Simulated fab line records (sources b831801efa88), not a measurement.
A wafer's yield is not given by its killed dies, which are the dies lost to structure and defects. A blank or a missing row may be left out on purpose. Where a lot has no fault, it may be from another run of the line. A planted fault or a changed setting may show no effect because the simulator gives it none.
The tool behind it: which one? + flow sky130 + Sampling: 12 lots, 35 wafers, 5 of 708 route steps

## WHAT EACH GAUGE READ, for each wafer
SKY_METAL1_OVL_MEAS_16. Usual: METAL1_OVL 1 nm, standard deviation 5.9.
| lot  | measured     | on         | METAL1_OVL (nm) | flag |
|------|--------------|------------|-----------------|------|
| L229 | day 33 09:05 | overlay-01 | 4 7 2           |      |
| L231 | day 33 20:08 | overlay-01 | 0 -5 3          |      |
| L233 | day 34 18:42 | overlay-02 | -5 0 6          |      |
| L234 | day 34 22:20 | overlay-01 | 5 -6 -3         |      |
| L235 | day 35 04:11 | overlay-01 | 2 -3 8          |      |
| L236 | day 35 15:57 | overlay-02 | 14 11 12        |      |
| L237 | day 35 21:22 | overlay-01 | -2 -8 -6        |      |
| L239 | day 36 10:00 | overlay-01 | -2 1 4          |      |
| L240 | day 36 13:38 | overlay-02 | 1 3 2           |      |
| L242 | day 37 07:58 | overlay-01 | 13 1 5          |      |
| L246 | day 38 11:49 | overlay-02 | 1 5             |      |
| L250 | day 39 19:02 | overlay-01 | 4 1 7           |      |

SKY_VIA1_RS_MEAS_22: uses a four-point probe to measure. Usual: VIA1_W_RS 0.430 ohm/sq, standard deviation 0.0046.
| lot  | measured     | on           | VIA1_W_RS (ohm/sq) | flag |
|------|--------------|--------------|--------------------|------|
| L229 | day 34 13:59 | filmMetro-04 | 0.422 0.424 0.432  |      |
| L231 | day 35 00:49 | filmMetro-01 | 0.438 0.436 0.435  |      |
| L233 | day 35 23:33 | filmMetro-04 | 0.437 0.438 0.439  |      |
| L234 | day 36 03:38 | filmMetro-03 | 0.429 0.425 0.428  |      |
| L235 | day 36 09:16 | filmMetro-04 | 0.432 0.434 0.432  |      |
| L236 | day 36 20:29 | filmMetro-01 | 0.430 0.431 0.433  |      |
| L237 | day 37 01:41 | filmMetro-04 | 0.427 0.430 0.428  |      |
| L239 | day 37 14:38 | filmMetro-04 | 0.437 0.433 0.428  |      |
| L240 | day 37 18:04 | filmMetro-01 | 0.430 0.434 0.426  |      |
| L242 | day 38 11:25 | filmMetro-03 | 0.426 0.426 0.422  |      |
| L246 | day 39 15:31 | filmMetro-03 | 0.447 0.433        |      |
| L250 | day 40 21:11 | filmMetro-04 | 0.438 0.446 0.436  |      |

## EACH LOT AND THE TOOL THAT RAN IT (in order: tool; ch and the chambers of the sampled wafers; start)
| lot  | SKY_VIA1_ETCH_14                  | SKY_VIA1_ETCH_15                  | SKY_VIA1_CVD_21              |
|------|-----------------------------------|-----------------------------------|------------------------------|
| L229 | rieDiel-04 ch 0,1,2, day 34 13:09 | rieDiel-04 ch 0,1,2, day 34 13:11 | cvdW-01 ch 0,1, day 34 13:53 |
| L231 | rieDiel-01 ch 1,3, day 34 23:58   | rieDiel-01 ch 1,3, day 35 00:01   | cvdW-02 ch 0,1, day 35 00:43 |
| L233 | rieDiel-01 ch 2,3, day 35 22:39   | rieDiel-01 ch 2,3, day 35 22:41   | cvdW-01 ch 1, day 35 23:26   |
| L234 | rieDiel-04 ch 0,1,3, day 36 02:43 | rieDiel-04 ch 0,1,3, day 36 02:46 | cvdW-01 ch 1, day 36 03:32   |
| L235 | rieDiel-04 ch 0,2,3, day 36 08:24 | rieDiel-04 ch 0,2,3, day 36 08:26 | cvdW-01 ch 0,1, day 36 09:10 |
| L236 | rieDiel-02 ch 0,2, day 36 19:36   | rieDiel-02 ch 0,2, day 36 19:38   | cvdW-02 ch 0,1, day 36 20:23 |
| L237 | rieDiel-02 ch 0,1,3, day 37 00:48 | rieDiel-02 ch 0,1,3, day 37 00:50 | cvdW-01 ch 0,1, day 37 01:35 |
| L239 | rieDiel-02 ch 1,2,3, day 37 13:47 | rieDiel-02 ch 1,2,3, day 37 13:50 | cvdW-01 ch 0,1, day 37 14:32 |
| L240 | rieDiel-01 ch 1,2,3, day 37 17:11 | rieDiel-01 ch 1,2,3, day 37 17:14 | cvdW-01 ch 0,1, day 37 17:58 |
| L242 | rieDiel-02 ch 1,2, day 38 10:35   | rieDiel-02 ch 1,2, day 38 10:38   | cvdW-01 ch 0,1, day 38 11:20 |
| L246 | rieDiel-02 ch 0,1, day 39 14:36   | rieDiel-02 ch 0,1, day 39 14:39   | cvdW-01 ch 1, day 39 15:25   |
| L250 | rieDiel-04 ch 0,3, day 40 20:21   | rieDiel-04 ch 0,3, day 40 20:23   | cvdW-01 ch 0,1, day 40 21:06 |
- SKY_VIA1_ETCH_14: etches BARC in N2/H2, stops on SiO2, time 45.9 s, target depth 60 nm.
- SKY_VIA1_ETCH_15: etches SiO2 in C4F8/O2/Ar, stops on TiN, target depth 351 nm, time 54 s.
- SKY_VIA1_CVD_21: deposits W, target thk 270 nm, time 80.902 s.

## AS READ BY THE TOOLS THEMSELVES (means over the sampled wafers that have a number; for cases with no such wafer, the mark the record gives instead)
SKY_VIA1_ETCH_14. Usual: drypumpMotorCurrentA 6.1 A, standard deviation 0.46; oesProductAu 0.855 a.u., standard deviation 0.0048; throttleValvePct 13.225 %, standard deviation 0.009.
| lot  | tool       | drypumpMotorCurrentA (A) | oesProductAu (a.u.) | throttleValvePct (%) | flag |
|------|------------|--------------------------|---------------------|----------------------|------|
| L229 | rieDiel-04 | 6.2                      | 0.851               | 13.224               |      |
| L231 | rieDiel-01 | 5.7                      | 0.851               | 13.232               |      |
| L233 | rieDiel-01 | 6.3                      | 0.857               | 13.218               |      |
| L234 | rieDiel-04 | 6.5                      | 0.853               | 13.224               |      |
| L235 | rieDiel-04 | 6.2                      | 0.859               | 13.224               |      |
| L236 | rieDiel-02 | 6.0                      | 0.852               | 13.216               |      |
| L237 | rieDiel-02 | 5.8                      | 0.854               | 13.231               |      |
| L239 | rieDiel-02 | 5.7                      | 0.856               | 13.227               |      |
| L240 | rieDiel-01 | 6.0                      | 0.857               | 13.224               |      |
| L242 | rieDiel-02 | 5.7                      | 0.859               | 13.219               |      |
| L246 | rieDiel-02 | 5.6                      | 0.860               | 13.224               |      |
| L250 | rieDiel-04 | 6.5                      | 0.856               | 13.220               |      |

SKY_VIA1_ETCH_15. Usual: oesProductAu at 0.981 a.u., with a standard deviation of 0.0052.
| lot  | tool       | oesProductAu (a.u.) | flag |
|------|------------|---------------------|------|
| L229 | rieDiel-04 | 0.979               |      |
| L231 | rieDiel-01 | 0.980               |      |
| L233 | rieDiel-01 | 0.975               |      |
| L234 | rieDiel-04 | 0.978               |      |
| L235 | rieDiel-04 | 0.982               |      |
| L236 | rieDiel-02 | 0.986               |      |
| L237 | rieDiel-02 | 0.980               |      |
| L239 | rieDiel-02 | 0.985               |      |
| L240 | rieDiel-01 | 0.979               |      |
| L242 | rieDiel-02 | 0.980               |      |
| L246 | rieDiel-02 | 0.978               |      |
| L250 | rieDiel-04 | 0.981               |      |

SKY_VIA1_CVD_21. Usual: heaterPowerW at 908 W, with a standard deviation of 94.
| lot  | tool    | heaterPowerW (W) | flag |
|------|---------|------------------|------|
| L229 | cvdW-01 | 940              |      |
| L231 | cvdW-02 | 789              |      |
| L233 | cvdW-01 | 1004             |      |
| L234 | cvdW-01 | 1008             |      |
| L235 | cvdW-01 | 977              |      |
| L236 | cvdW-02 | 821              |      |
| L237 | cvdW-01 | 933              |      |
| L239 | cvdW-01 | 972              |      |
| L240 | cvdW-01 | 981              |      |
| L242 | cvdW-01 | 976              |      |
| L246 | cvdW-01 | 998              |      |
| L250 | cvdW-01 | 993              |      |

## THE ANSWER, worked out from the rows above alone
Rule: a lot counts as off when the mean over its wafers that have a number is more than 3 standard deviations away from the usual mean. A lot without any number at a reading at which 4 lots or more have one is off too. All remaining lots with rows at the step are treated as sound. Order of review: gauges by route order, followed by the tools' own readings, for which a lot's mean as printed above is used. At the first step where some lot is off, the reading lying furthest off is the one used; lots without a number count as furthest.
Nothing can be told from this: no lot is off at any reading shown.

## WHAT THE SIMULATOR HAD INSERTED
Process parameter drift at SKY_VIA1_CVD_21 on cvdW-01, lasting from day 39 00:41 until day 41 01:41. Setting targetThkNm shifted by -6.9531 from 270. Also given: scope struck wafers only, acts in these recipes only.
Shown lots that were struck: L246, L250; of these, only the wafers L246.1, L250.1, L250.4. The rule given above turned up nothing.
